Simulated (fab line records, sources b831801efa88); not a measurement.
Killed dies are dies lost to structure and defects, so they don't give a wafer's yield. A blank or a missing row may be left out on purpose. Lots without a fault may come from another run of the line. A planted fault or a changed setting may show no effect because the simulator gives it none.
A struck lot beside a sound one | flow sfq_line | 14 steps out of a route of 325
Sound: wafers L172.1, L172.3, L172.4. Struck: wafers L166.1, L166.2, L166.3. The cause comes at the end.
At each step with rows: each side's tool, then ch and its chambers, then its first start. Under that, the readings that differ: sound wafers | struck wafers | difference of the means | sigmas: that difference in standard deviations of wafers without a fault.
alike: readings whose means differ by less than 2 such deviations, and words and numbers that are the same on both sides. not compared: withheld readings, readings that some wafer has no value for, bounds like >300 that may hide the same value, and numbers for which the record gives no deviation and whose values overlap.
The two part at a step that has a row with sigmas, a row that says differs or no value, or rows on one side only. Numbers that don't overlap but have no deviation are shown without sigmas and don't part them. A reading that every wafer of one side lacks parts them only if that side has two wafers or more.

SFQ_TRILAYER_I3_DEP_PECVD_081: deposits SiO2 from SiH4/N2O, time 111.11 s, target thk 500 nm.
  sound on pecvd-04 ch 1,2, day 46 06:46; struck on pecvd-02 ch 0,1,2, day 37 06:09
  alike: chamber_pressure_Torr, heater_power_w, throttle_valve_pct
SFQ_TRILAYER_I3_CMP_CMP_082: polishes SiO2.
  sound on cmp-01 ch 1,2,3, day 46 06:50; struck on cmp-02 ch 0,1,3, day 37 20:37
  alike: motor_current_A, retaining_ring_pressure_frac, time_to_endpoint_s
SFQ_I3_BOW_MEAS_922:
  sound on film_metro-01, day 46 09:50; struck on film_metro-01, day 37 23:07
  alike: I3_BOW
SFQ_TRILAYER_I3_METRO_MEASURE_083:
  sound on film_metro-01, day 46 09:58; struck on film_metro-01, day 37 23:14
  alike: thk_nm
then, 6 steps without rows for these wafers: SFQ_TRILAYER_I3_VIA_LITHO_COAT_090 (resist thk 62 nm); SFQ_TRILAYER_I3_VIA_LITHO_COAT_085 (resist thk 650 nm); SFQ_TRILAYER_I3_VIA_LITHO_SOFTBAKE_089; SFQ_TRILAYER_I3_VIA_LITHO_EXPOSE_086 (exposes mask I3, target cd 500 nm); SFQ_TRILAYER_I3_VIA_LITHO_PEB_088 (peb time 60 s); SFQ_TRILAYER_I3_VIA_LITHO_DEVELOP_087 (time 60 s).
-- the record jumps here: 5 days lie between the struck wafers' starts before and after --
SFQ_I3_OVL_MEAS_923:
  sound on overlay-01, day 51 20:25; struck on overlay-02, day 42 15:25
  alike: I3_OVL
SFQ_TRILAYER_I3_VIA_BARC_OPEN_VIA_ETCH_121: etches BARC in O2, target depth 125 nm, time 41.7 s.
  sound on rie_diel-02 ch 0,2,3, day 51 20:27; struck on rie_diel-03 ch 0,1,3, day 42 15:28
  alike: chamber_pressure_mTorr, drypump_motor_current_A, oes_product_au, rf_fwd_power_W
  not compared: rf_hours_counter_h
SFQ_TRILAYER_I3_VIA_ETCH_VIA_ETCH_088: etches SiO2 in CHF3, stops on Nb, target depth 260 nm.
  sound on rie_diel-02 ch 0,2,3, day 51 20:29; struck on rie_diel-03 ch 0,1,3, day 42 15:30
  reading            | sound             | struck            | difference | sigmas
  rf_fwd_power_W (W) | 496.9 497.2 498.3 | 420.7 418.7 416.3 | -78.9      | -46
  alike: chamber_pressure_mTorr, drypump_motor_current_A, oes_product_au
  not compared: model.KrF_of_TRILAYER_I3_VIA_LITHO_COAT_085.thk_nm
SFQ_TRILAYER_I3_VIA_STRIP_STRIP_089: strips in O2.
  sound on rie_metal-01 ch 0,1, day 51 20:37; struck on rie_metal-01 ch 0,1, day 42 15:37
  alike: chamber_pressure_mTorr, drypump_motor_current_A, oes_product_au, platen_temp_c
  not compared: rf_hours_counter_h

WHERE THEY PART
Only at SFQ_TRILAYER_I3_VIA_ETCH_VIA_ETCH_088, within this record. Later steps at which nothing parts them and some readings are alike: SFQ_TRILAYER_I3_VIA_STRIP_STRIP_089.

WHY: what the simulator had put in
Process parameter drift: rie_diel-03, from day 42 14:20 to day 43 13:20, at SFQ_TRILAYER_I3_VIA_ETCH_VIA_ETCH_088. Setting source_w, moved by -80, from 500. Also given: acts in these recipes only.
